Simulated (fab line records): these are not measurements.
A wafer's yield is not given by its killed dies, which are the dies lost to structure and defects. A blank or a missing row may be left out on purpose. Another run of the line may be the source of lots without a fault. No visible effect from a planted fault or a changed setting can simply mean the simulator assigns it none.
fab line records	flow sfq_line
record: lots: 6	wafers: 18	last_day: 88
route steps=325 shown M2@102 I2@103
lots with no fault: from the same line, run without faults
start_h: the number of hours between the record's first day and the start of the first shown wafer of the lot	wait_h: how many hours have passed since the lot's step before this one	" repeats the value in the row above	L1.1+2: one row covering several wafers at once	- no value present, or no start provided	* or withheld: withheld	< > ~ a bound
route shown NAME@n: NAME is a module with steps in the file, n the number in the route of the first one	usual: mean/standard deviation of fault-free wafers	same: alike in all rows	chamber/n: place in a boat	sites: each site's reading	_std_site: standard deviation of those values	_edge_site: mean of outer sites minus mean of inner sites	radius_mm: how far each site lies from the wafer's centre	mask NAME#n: copy n	behind: the last tool/chamber to shape the wafer	hold: what put the lot on hold/how long, in hours/how the hold closed	device: transistor that didn't switch, given as n, p or np	end of line: the tests these same wafers got at the end of their route	a step without rows: its recipe alone	killed: dies lost to structure and defects at the first sort, not the wafer's yield	map: a wafer's dies, x killed, . not, _ none there
set.NAME: the setting as run; set.NAME@STEP: as run at that earlier step	model.NAME: the simulator's own value behind a step, which no gauge read
lots seen at some steps along the route; tables by step, rows by wafer
services: when a tool's chamber went out of use (start_h, in hours from the record's first day, below 0 if earlier), for how many hours, and the reason
== steps ==
step: SFQ_TRILAYER_M2_STRIP_SOLV_CLEAN_062
recipe: chemistry: NMP	temp_c: 70	time_s: 600
step: SFQ_TRILAYER_I2_DEP_PECVD_063
recipe: material: SiO2	temp_c: 150	time_s: 111.11	pressure_torr: 2.4	rf_w: 183.3	precursor: SiH4/N2O	target_thk_nm: 500
usual: heater_power_w: 90/10	throttle_valve_pct: 24.9/1.6
same: time_s: 111.11
lot.wafer	tool	chamber	start_h	wait_h	heater_power_w	throttle_valve_pct
L998.1	pecvd-02	1	462.79	0.0	97	24.9
L998.3	"	0	"	"	89	25.3
L998.6	"	1	"	"	99	25.1
L999.2	pecvd-02	0	477.29	0.0	87	25.1
L999.3	"	1	"	"	84	24.9
L999.6	"	0	"	"	91	25.3
L106.2	pecvd-04	2	568.42	0.0	104	26.9
L106.3	"	1	"	"	104	25.6
L106.6	"	0	"	"	90	26.3
L107.1	pecvd-01	0	572.00	0.0	100	23.4
L107.3	"	1	"	"	66	23.5
L107.5	"	1	"	"	70	23.4
L110.2	pecvd-01	2	598.40	0.0	83	22.8
L110.4	"	1	"	"	79	23.3
L110.5	"	0	"	"	106	23.5
L111.2	pecvd-02	0	611.60	0.0	79	24.6
L111.5	"	2	"	"	92	23.9
L111.6	"	1	"	"	102	22.7
step: SFQ_TRILAYER_I2_CMP_CMP_064
recipe: material: SiO2	down_force_psi: 3	platen_rpm: 60	pad_velocity_m_s: 0.94248
usual: edge_zone_pressure_frac: 0.999/0.0054	head_pressure_psi: 3.000/0.0061	motor_current_A: 10.2/0.79	time_to_endpoint_s: 214/8
lot.wafer	tool	chamber	start_h	wait_h	edge_zone_pressure_frac	head_pressure_psi	motor_current_A	time_to_endpoint_s
L998.3	cmp-02	0	466.97	4.1	0.998	3.001	9.9	214
L998.1	"	2	467.97	5.1	1.010	3.006	9.3	205
L998.6	"	3	"	"	0.996	2.991	11.2	209
L999.2	cmp-01	2	481.57	4.2	0.992	2.991	10.9	212
L999.3	"	3	"	"	1.005	3.000	10.8	202
L999.6	"	3	484.07	6.7	0.995	2.997	11.3	214
L106.3	cmp-01	0	570.66	2.2	0.995	3.004	9.1	216
L106.2	"	1	"	"	1.010	2.988	10.6	223
L106.6	"	3	572.16	3.7	1.002	3.007	10.9	220
L107.3	cmp-01	2	573.16	1.1	1.000	3.006	10.7	206
L107.1	"	0	574.16	2.1	1.004	3.001	9.2	219
L107.5	"	2	575.16	3.1	0.999	2.996	10.1	214
L110.2	cmp-02	1	599.18	0.7	0.996	3.004	9.6	211
L110.4	"	3	600.18	1.7	1.003	2.999	11.0	225
L110.5	"	1	601.18	2.7	1.000	3.002	9.8	227
L111.2	cmp-01	2	614.67	3.0	1.001	2.992	11.1	207
L111.6	"	0	615.67	4.0	0.993	3.004	8.6	218
L111.5	"	1	"	"	1.000	2.999	11.2	227
step: SFQ_I2_BOW_MEAS_917
recipe: mode: bow
usual: I2_BOW: 0/7.2
lot.wafer	tool	chamber	start_h	wait_h	I2_BOW[um]
L998.1	film_metro-03	-	469.47	1.0	7
L998.3	"	-	"	"	-9
L998.6	"	-	"	"	-6
L999.2	film_metro-01	-	484.59	2.5	9
L999.3	"	-	"	"	-3
L999.6	"	-	"	"	9
L106.2	film_metro-02	-	573.18	1.5	-3
L106.3	"	-	"	"	-7
L106.6	"	-	"	"	-2
L107.1	film_metro-03	-	576.16	1.5	-4
L107.3	"	-	"	"	-2
L107.5	"	-	"	"	6
L110.2	film_metro-02	-	602.20	2.5	1
L110.4	"	-	"	"	-10
L110.5	"	-	"	"	4
L111.2	film_metro-01	-	616.69	1.5	-7
L111.5	"	-	"	"	7
L111.6	"	-	"	"	-2
step: SFQ_TRILAYER_I2_METRO_MEASURE_065
usual: thk_nm: 199.9/1.1
lot.wafer	tool	chamber	start_h	wait_h	thk_nm
L998.1	film_metro-03	-	469.59	0.1	198.4
L998.3	"	-	"	"	200.0
L998.6	"	-	"	"	199.2
L999.2	film_metro-01	-	484.89	0.3	199.3
L999.3	"	-	"	"	198.4
L999.6	"	-	"	"	198.8
L106.2	film_metro-02	-	573.48	0.3	202.7
L106.3	"	-	"	"	202.1
L106.6	"	-	"	"	199.2
L107.1	film_metro-03	-	576.28	0.1	201.2
L107.3	"	-	"	"	198.8
L107.5	"	-	"	"	200.6
L110.2	film_metro-02	-	602.50	0.3	201.7
L110.4	"	-	"	"	200.9
L110.5	"	-	"	"	201.0
L111.2	film_metro-01	-	616.99	0.3	198.1
L111.5	"	-	"	"	199.9
L111.6	"	-	"	"	199.3
step: SFQ_TRILAYER_I2_VIA_LITHO_COAT_072
recipe: resist: BARC	spin_rpm: 3000	resist_thk_nm: 62
step: SFQ_TRILAYER_I2_VIA_LITHO_COAT_067
recipe: resist: KrF	spin_rpm: 3000	resist_thk_nm: 650
step: SFQ_TRILAYER_I2_VIA_LITHO_SOFTBAKE_071
recipe: temp_c: withheld	time_s: withheld	resist: KrF
step: SFQ_TRILAYER_I2_VIA_LITHO_EXPOSE_068
recipe: mask_id: I2	na: 0.6	source_shape: conventional	sigma_outer: 0.65	target_cd_nm: 500	dose_mj: 21.3
step: SFQ_TRILAYER_I2_VIA_LITHO_PEB_070
recipe: peb_temp_c: 115	peb_time_s: 60	resist: KrF
step: SFQ_TRILAYER_I2_VIA_LITHO_DEVELOP_069
recipe: time_s: 60	resist: KrF
step: SFQ_I2_OVL_MEAS_918
usual: I2_OVL: 1/5.4
lot.wafer	tool	chamber	start_h	wait_h	I2_OVL[nm]
L998.1	overlay-02	-	624.94	0.1	7
L998.3	"	-	"	"	6
L998.6	"	-	"	"	7
L999.2	overlay-02	-	633.34	0.1	-2
L999.3	"	-	"	"	-1
L999.6	"	-	"	"	0
L106.2	overlay-01	-	714.25	0.1	4
L106.3	"	-	"	"	4
L106.6	"	-	"	"	7
L107.1	overlay-01	-	719.04	0.1	10
L107.3	"	-	"	"	7
L107.5	"	-	"	"	12
L110.2	overlay-01	-	745.45	0.1	-7
L110.4	"	-	"	"	-7
L110.5	"	-	"	"	-7
L111.2	overlay-01	-	763.27	0.1	2
L111.5	"	-	"	"	2
L111.6	"	-	"	"	-1
step: SFQ_TRILAYER_I2_VIA_BARC_OPEN_VIA_ETCH_096
recipe: mask_material: PR	chemistry: O2	target_depth_nm: 125	target: BARC	source_w: 500	bias_w: 80	pressure_mtorr: 30	time_s: 41.7
usual: drypump_motor_current_A: 5.9/0.63	oes_product_au: 0.685/0.0044	run_length_s: 70.1/0.43
lot.wafer	tool	chamber	start_h	wait_h	drypump_motor_current_A	oes_product_au	rf_hours_counter_h	run_length_s	model.KrF_of_TRILAYER_I2_VIA_LITHO_COAT_067.thk_nm
L998.1	rie_diel-04	2	624.97	0.0	6.5	0.682	22	71.1	571.2
L998.3	"	3	"	"	6.7	0.691	71	70.3	574.2
L998.6	"	3	"	"	6.7	0.687	-	70.3	574.1
L999.2	rie_diel-01	0	633.37	0.0	6.0	0.685	58	70.2	575
L999.3	"	3	"	"	5.8	0.687	6	69.6	570.6
L999.6	"	3	"	"	5.8	0.675	-	69.4	569.7
L106.2	rie_diel-01	0	714.28	0.0	6.0	0.685	60	70.5	573.3
L106.3	"	2	"	"	5.8	0.627	7	78.8	561.9
L106.6	"	3	"	"	5.8	0.689	-	69.4	572.7
L107.1	rie_diel-01	2	719.08	0.0	5.8	0.632	7	79.0	563.6
L107.3	"	0	"	"	6.0	0.680	60	70.0	574.8
L107.5	"	1	"	"	4.8	0.681	-	70.1	573.9
L110.2	rie_diel-03	0	745.48	0.0	4.9	0.698	9	69.5	571.4
L110.4	"	2	"	"	5.0	0.685	2	70.4	572.5
L110.5	"	3	"	"	6.0	0.690	-	69.8	573.2
L111.2	rie_diel-04	1	763.30	0.0	5.2	0.686	6	69.9	572
L111.5	"	3	"	"	6.7	0.682	-	70.3	573.4
L111.6	"	2	"	"	6.5	0.684	-	70.5	570.9
step: SFQ_TRILAYER_I2_VIA_ETCH_VIA_ETCH_070
recipe: target: SiO2	stop_on: Nb	mask_material: PR	taper_deg: 20	chemistry: CHF3	target_depth_nm: 260	source_w: 500	bias_w: 80	pressure_mtorr: 30	time_s: withheld
usual: drypump_motor_current_A: 5.9/0.63	oes_product_au: 0.855/0.005
lot.wafer	tool	chamber	start_h	wait_h	drypump_motor_current_A	oes_product_au	model.KrF_of_TRILAYER_I2_VIA_LITHO_COAT_067.thk_nm
L998.1	rie_diel-04	2	625.01	0.0	6.5	0.845	525.7
L998.3	"	3	"	"	6.7	0.857	529.7
L998.6	"	3	"	"	6.7	0.857	529.1
L999.2	rie_diel-01	0	633.41	0.0	6.0	0.856	530.4
L999.3	"	3	"	"	5.8	0.856	524.7
L999.6	"	3	"	"	5.8	0.855	523.7
L106.2	rie_diel-01	0	714.32	0.0	6.0	0.859	528.7
L106.3	"	2	"	"	5.8	0.860	516.5
L106.6	"	3	"	"	5.8	0.852	526.6
L107.1	rie_diel-01	2	719.12	0.0	5.8	0.856	518.5
L107.3	"	0	"	"	6.0	0.852	530.3
L107.5	"	1	"	"	4.8	0.860	529.4
L110.2	rie_diel-03	0	745.52	0.0	4.9	0.859	526.9
L110.4	"	2	"	"	5.0	0.868	527.9
L110.5	"	3	"	"	6.0	0.857	527.7
L111.2	rie_diel-04	1	763.34	0.0	5.2	0.844	527.1
L111.5	"	3	"	"	6.7	0.862	529.2
L111.6	"	2	"	"	6.4	0.858	525.7
step: SFQ_TRILAYER_I2_VIA_STRIP_STRIP_071
recipe: gas: O2	power_w: 200	platen_temp_c: 40	overash_fraction: 0.65	chemistry: O2	pressure_mtorr: 50
usual: drypump_motor_current_A: 5.52/0.24	oes_product_au: 1.002/0.011
lot.wafer	tool	chamber	start_h	wait_h	drypump_motor_current_A	oes_product_au	rf_hours_counter_h
L998.1	rie_metal-03	1	625.12	-	5.82	0.999	102
L998.3	"	1	"	"	5.78	0.996	-
L998.6	"	0	"	"	5.21	1.001	-
L999.2	rie_metal-04	0	633.52	-	5.58	0.996	51
L999.3	"	0	"	"	5.57	1.001	-
L999.6	"	1	"	"	5.58	0.989	-
L106.2	rie_metal-03	1	714.43	-	5.80	1.017	117
L106.3	"	1	"	"	5.79	1.002	-
L106.6	"	1	"	"	5.79	1.017	-
L107.1	rie_metal-04	0	719.23	-	5.57	0.998	68
L107.3	"	0	"	"	5.60	1.006	-
L107.5	"	0	"	"	5.60	1.008	-
L110.2	rie_metal-03	1	745.63	-	5.80	1.014	123
L110.4	"	0	"	"	5.21	1.015	-
L110.5	"	1	"	"	5.82	1.012	-
L111.2	rie_metal-04	0	763.46	-	5.57	0.999	78
L111.5	"	1	"	"	5.58	0.999	-
L111.6	"	0	"	"	5.62	1.013	-
== services ==
tool	chamber	start_h	hours	kind
rie_metal-04	-	446.86	6.7	repair
rie_metal-03	1	481.93	2.7	repair
rie_metal-03	-	498.56	2.8	pm
rie_diel-01	3	504.28	3.9	repair
pecvd-02	2	520.87	3.4	repair
cmp-01	-	524.39	1.4	repair
pecvd-02	-	536.72	0.7	repair
pecvd-02	1	538.34	16.5	repair
rie_diel-01	2	539.74	2.4	repair
pecvd-02	-	563.75	14.0	pm
rie_diel-04	1	572.48	7.2	repair
cmp-01	-	576.16	4.0	pm
rie_diel-01	1	586.24	8.5	repair
rie_diel-04	0	629.94	2.8	repair
cmp-01	-	637.67	10.1	pm
rie_diel-01	-	645.88	0.5	repair
cmp-01	-	646.81	1.6	repair
rie_diel-01	0	654.30	4.8	repair
rie_diel-04	-	660.24	2.8	pm
rie_diel-04	1	676.77	6.1	repair
cmp-01	-	681.39	1.4	repair
rie_diel-01	1	698.78	5.5	repair
cmp-01	-	701.49	0.9	repair
rie_diel-04	2	716.45	2.7	repair
== key ==
first_sign: step: SFQ_TRILAYER_I2_VIA_BARC_OPEN_VIA_ETCH_096	reading: run_length_s	direction: up	sigmas: 21	usual: *	struck: *
effect: step: SFQ_TRILAYER_I2_VIA_BARC_OPEN_VIA_ETCH_096	reading: oes_product_au	direction: down	sigmas: 13	usual: 0.685	struck: 0.629
model_effect: step: SFQ_TRILAYER_I2_VIA_BARC_OPEN_VIA_ETCH_096	value: KrF_of_TRILAYER_I2_VIA_LITHO_COAT_067.thk_nm	without: 573	struck: 562.8
model_effect: step: SFQ_TRILAYER_I2_VIA_ETCH_VIA_ETCH_070	value: KrF_of_TRILAYER_I2_VIA_LITHO_COAT_067.thk_nm	without: 527.7	struck: 517.5
met_at SFQ_TRILAYER_I2_VIA_BARC_OPEN_VIA_ETCH_096
struck_wafers L106.3,L107.1
fault: kind: process_parameter_drift	tool: rie_diel-01	chamber: 2	onset_h: 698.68	steps: SFQ_TRILAYER_I2_VIA_BARC_OPEN_VIA_ETCH_096	channel: time_s	offset: *	shape: step	end_h: 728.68	acts_in: *	stated: *
